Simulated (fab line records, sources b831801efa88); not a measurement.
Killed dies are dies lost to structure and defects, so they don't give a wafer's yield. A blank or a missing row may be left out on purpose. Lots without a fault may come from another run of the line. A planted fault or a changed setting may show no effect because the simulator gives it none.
fab line records | flow gf180mcu | part 2 of 2: steps 31 to 40 of 40
record lots=5 wafers=15 last_day=34
route steps=602 shown VT_IMPLANT@119 MVSD@136 NWELL@137 LVPWELL@138 MVPSD@139 DUAL_GATE@141 POLY_GATE@157
lots that met no fault: from a run of the same line without faults
start_h: hours from the record's first day to the start of the lot's first wafer shown | wait_h: hours since the lot's step before | " the same as in the row above | L1.1+2: a row that stands for several wafers | - no value, or no start given | * or withheld: withheld | < > ~ a bound
route shown NAME@n: a module of which the file shows steps, and the number in the route of the first | usual: mean/standard deviation of fault-free wafers | same: alike in all rows | chamber/n: place in a boat | sites: the reading at each site | _std_site: their standard deviation | _edge_site: outer sites' mean less inner sites' | radius_mm: how far each site lies from the wafer's centre | mask NAME#n: copy n | behind: the tool/chamber that last shaped the wafer | hold: why the lot was held/for how many hours/how that ended | device: the transistor (n, p or np) that didn't switch | end of line: the same wafers' tests at the end of the route | a step without rows: its recipe alone | killed: dies lost to structure and defects at the first sort, not the wafer's yield | map: a wafer's dies, x killed, . not, _ none there
set.NAME: the setting as run; set.NAME@STEP: as run at that earlier step | model.NAME: the simulator's own value behind a step, which no gauge read
lots at some steps of the route; a table a step, a row a wafer
services: from which hour (start_h, from the record's first day; less than 0 if before it) a tool's chamber was out of use, for how many hours, and why
## steps
# step GF_DUAL_GATE_EXPOSE_08
# recipe mask_id=Dualgate target_cd_nm=700 na=0.6 source_shape=conventional sigma_outer=0.6 dose_mj=140
# columns lot.wafer tool chamber start_h wait_h mask
L077.1+3+5 iline_stepper-02 0 - - Dualgate#0
L083.1+3+4 iline_stepper-02 0 - - Dualgate#0
L086.1+4+6 iline_stepper-02 0 - - Dualgate#0
L091.3+4+5 iline_stepper-02 0 - - Dualgate#0
L095.2+3+4 iline_stepper-01 0 - - Dualgate#0
# step GF_DUAL_GATE_PEB_09
# recipe temp_c=withheld time_s=* resist=NOVOLAK
# columns lot.wafer tool chamber start_h wait_h
L077.1+3+5 litho_track-04 0 - -
L083.1+3+4 litho_track-04 0 - -
L086.1+4+6 litho_track-01 0 - -
L091.3+4+5 litho_track-01 0 - -
L095.2+3+4 litho_track-03 0 - -
# step GF_DUAL_GATE_DEVELOP_10
# recipe develop_time_s=60 dev_temp_c=23
# columns lot.wafer tool chamber start_h wait_h
L077.1+3+5 litho_track-04 0 204.12 0.1
L083.1+3+4 litho_track-04 0 235.07 0.1
L086.1+4+6 litho_track-01 0 259.37 0.1
L091.3+4+5 litho_track-01 0 294.72 0.1
L095.2+3+4 litho_track-03 0 318.25 0.1
# step GF_DUAL_GATE_OVL_MEAS_11
# usual DUAL_GATE_OVL=-0.3/1.5
# columns lot.wafer tool chamber start_h wait_h DUAL_GATE_OVL[nm]
L077.1 overlay-02 - 204.28 0.1 -1.2
L077.3 " - " " -2.0
L077.5 " - " " -0.5
L083.1 overlay-01 - 235.22 0.1 -0.5
L083.3 " - " " 0.2
L083.4 " - " " -1.1
L086.1 overlay-02 - 259.52 0.1 2.2
L086.4 " - " " 3.6
L086.6 " - " " 1.3
L091.3 overlay-01 - 294.83 0.1 0.7
L091.4 " - " " 2.1
L091.5 " - " " 0.7
L095.2 overlay-01 - 318.38 0.1 0.2
L095.3 " - " " -0.6
L095.4 " - " " -0.9
# step GF_DUAL_GATE_WET_ETCH_12
# recipe chemistry=dHF target_depth_nm=13 dry=n2_spin target=SiO2 temp_c=25 dilution=100:1 time_s=260
# columns lot.wafer tool chamber start_h wait_h
L077.1+3+5 wet_bench-04 3 204.32 0.0
L083.1+3+4 wet_bench-02 3 235.26 0.0
L086.1+4+6 wet_bench-04 2 259.55 0.0
L091.3+4+5 wet_bench-04 3 294.85 0.0
L095.2+3+4 wet_bench-04 3 318.41 0.0
# step GF_DUAL_GATE_STRIP_13
# recipe chemistry=O2/N2 power_w=1400 pressure_mtorr=1500 platen_temp_c=250 o2_flow_sccm=3000 n2_flow_sccm=300 overash_fraction=0.5
# usual chamber_pressure_mTorr=1500.0/1.4 drypump_motor_current_A=5.8/0.3 heater_power_w=360/61 n2_flow_sccm=300.1/0.83 oes_product_au=0.716/0.0044 strip_time_to_endpoint_s=12.66/0.044
# columns lot.wafer tool chamber start_h wait_h chamber_pressure_mTorr drypump_motor_current_A heater_power_w n2_flow_sccm oes_product_au rf_hours_counter_h strip_time_to_endpoint_s
L077.1 plasma_asher-03 0 204.40 0.0 1502.0 5.8 328 300.7 0.717 42 12.65
L077.3 " 0 " " 1497.8 5.8 330 300.2 0.719 - 12.67
L077.5 " 0 " " 1500.0 5.8 325 299.6 0.719 - 12.67
L083.1 plasma_asher-01 0 235.34 0.0 1504.4 5.6 463 300.4 0.717 57 12.65
L083.3 " 0 " " 1501.1 5.6 483 299.4 0.714 - 12.63
L083.4 " 1 " " 1502.9 6.2 327 299.7 0.711 - 12.63
L086.1 plasma_asher-01 1 259.64 0.0 1500.9 6.2 346 300.5 0.721 60 12.66
L086.4 " 1 " " 1500.1 6.2 336 299.8 0.715 - 12.68
L086.6 " 0 " " 1501.2 5.5 467 299.3 0.719 - 12.69
L091.3 plasma_asher-03 0 294.97 0.0 1497.1 5.8 331 301.3 0.719 - 12.61
L091.4 " 1 " " 1498.7 5.5 322 299.9 0.719 - 12.63
L091.5 " 0 " " 1499.6 5.8 344 300.8 0.712 - 12.60
L095.2 plasma_asher-03 0 318.49 0.0 1501.2 5.8 329 300.6 0.719 54 12.62
L095.3 " 0 " " 1500.1 5.8 338 300.1 0.718 - 12.64
L095.4 " 1 " " 1500.9 5.5 323 299.7 0.720 - 12.62
# step GF_DUAL_GATE_CLEAN_14
# recipe chemistry=SC1/SC2 mix=1:4:20 temp_c=70 time_s=150 dry=n2_spin
# columns lot.wafer tool chamber start_h wait_h
L077.1+3+5 wet_bench-01 1 204.50 0.1
L083.1+3+4 wet_bench-04 1 235.44 0.1
L086.1+4+6 wet_bench-04 1 259.74 0.1
L091.3+4+5 wet_bench-04 1 295.04 0.0
L095.2+3+4 wet_bench-02 2 318.59 0.1
# step GF_DUAL_GATE_OXIDATION_15
# recipe temp_c=850 ambient=O2 stabilise_s=600 purge_s=300 target_thk_a=70.98 ox_time_s=1995
# usual tube_center_temp_C=850/0.081 zone_power_centre_pct=17.4/0.88 zone_power_upper_pct=16.83/0.18
# columns lot.wafer tool chamber start_h wait_h tube_center_temp_C zone_power_centre_pct zone_power_upper_pct
L077.1 furnace-01 0 205.71 1.2 849.92 16.6 17.05
L077.3 " 0 " " 849.91 16.4 17.21
L077.5 " 0 " " 850.08 16.6 16.95
L083.1 furnace-01 0 236.51 1.0 849.95 16.9 16.78
L083.3 " 0 " " 850.07 16.6 16.88
L083.4 " 0 " " 850.09 16.5 16.98
L086.1 furnace-02 0 259.80 0.0 849.96 18.4 17.02
L086.4 " 0 " " 849.93 18.3 16.68
L086.6 " 0 " " 849.99 18.4 16.81
L091.3 furnace-01 0 295.09 0.0 849.96 16.6 17.02
L091.4 " 0 " " 849.99 16.9 16.78
L091.5 " 0 " " 850.05 16.9 17.05
L095.2 furnace-01 0 318.64 0.0 850.12 16.7 16.94
L095.3 " 0 " " 849.94 16.9 16.72
L095.4 " 0 " " 850.03 16.5 17.30
# step GF_POLY_GATE_CVD_00
# recipe material=poly-Si target_thk_nm=200 temp_c=620 time_s=1200 pressure_mtorr=200
# usual zone_power_centre_pct=9.6/0.99 zone_power_upper_pct=8.6/0.73
# columns lot.wafer tool chamber start_h wait_h zone_power_centre_pct zone_power_upper_pct
L077.1 lpcvd-01 0 207.26 0.0 9.1 8.7
L077.3 " 0 " " 9.1 8.8
L077.5 " 0 " " 9.0 8.8
L083.1 lpcvd-02 1 238.07 0.0 9.0 9.6
L083.3 " 1 " " 8.8 9.4
L083.4 " 1 " " 9.0 9.3
L086.1 lpcvd-01 1 261.35 0.0 10.8 7.7
L086.4 " 1 " " 11.0 7.6
L086.6 " 1 " " 10.9 7.8
L091.3 lpcvd-02 0 296.65 0.0 8.9 8.8
L091.4 " 0 " " 8.9 8.9
L091.5 " 0 " " 9.0 9.2
L095.2 lpcvd-02 1 320.20 0.0 8.9 9.5
L095.3 " 1 " " 8.8 9.4
L095.4 " 1 " " 8.7 9.5
# step GF_POLY_GATE_THK_MEAS_01
# recipe reads=poly-Si_of_POLY_GATE_CVD_00
# usual POLY_GATE_CVD_00_THK=199.6/2
# columns lot.wafer tool chamber start_h wait_h POLY_GATE_CVD_00_THK[nm]
L077.1 film_metro-03 - 208.60 0.0 197.4
L077.3 " - " " 197.7
L077.5 " - " " 198.8
L083.1 film_metro-03 - 239.40 0.0 197.5
L083.3 " - " " 195.6
L083.4 " - " " 196.7
L086.1 film_metro-03 - 262.68 0.0 198.1
L086.4 " - " " 199.5
L086.6 " - " " 197.7
L091.3 film_metro-03 - 298.00 0.0 200.8
L091.4 " - " " 200.3
L091.5 " - " " 199.3
L095.2 film_metro-03 - 321.54 0.0 199.6
L095.3 " - " " 201.4
L095.4 " - " " 200.1
## services
# columns tool chamber start_h hours kind
plasma_asher-03 - 147.50 14.6 pm
implanter-03 - 148.29 2.3 repair
furnace-01 - 172.06 4.3 pm
implanter-01 - 172.61 1.9 repair
plasma_asher-02 - 177.67 2.8 pm
implanter-02 - 196.09 1.6 repair
plasma_asher-02 - 206.50 3.3 repair
furnace-02 - 213.51 4.3 pm
lpcvd-02 - 214.55 14.6 pm
implanter-01 - 216.54 1.5 repair
wet_bench-04 - 217.27 1.0 repair
implanter-03 - 217.53 0.7 repair
furnace-01 - 253.07 3.1 pm
lpcvd-01 - 253.56 6.0 pm
implanter-01 - 263.97 5.5 pm
iline_stepper-02 - 284.83 1.1 repair
iline_stepper-02 - 286.56 4.4 pm
iline_stepper-02 - 294.11 1.7 pm
plasma_asher-02 - 295.64 3.0 repair
implanter-03 - 298.38 3.1 repair
iline_stepper-01 - 312.39 1.2 repair
implanter-02 - 313.05 7.0 repair
plasma_asher-04 - 316.61 6.9 repair
implanter-03 - 318.71 4.4 pm
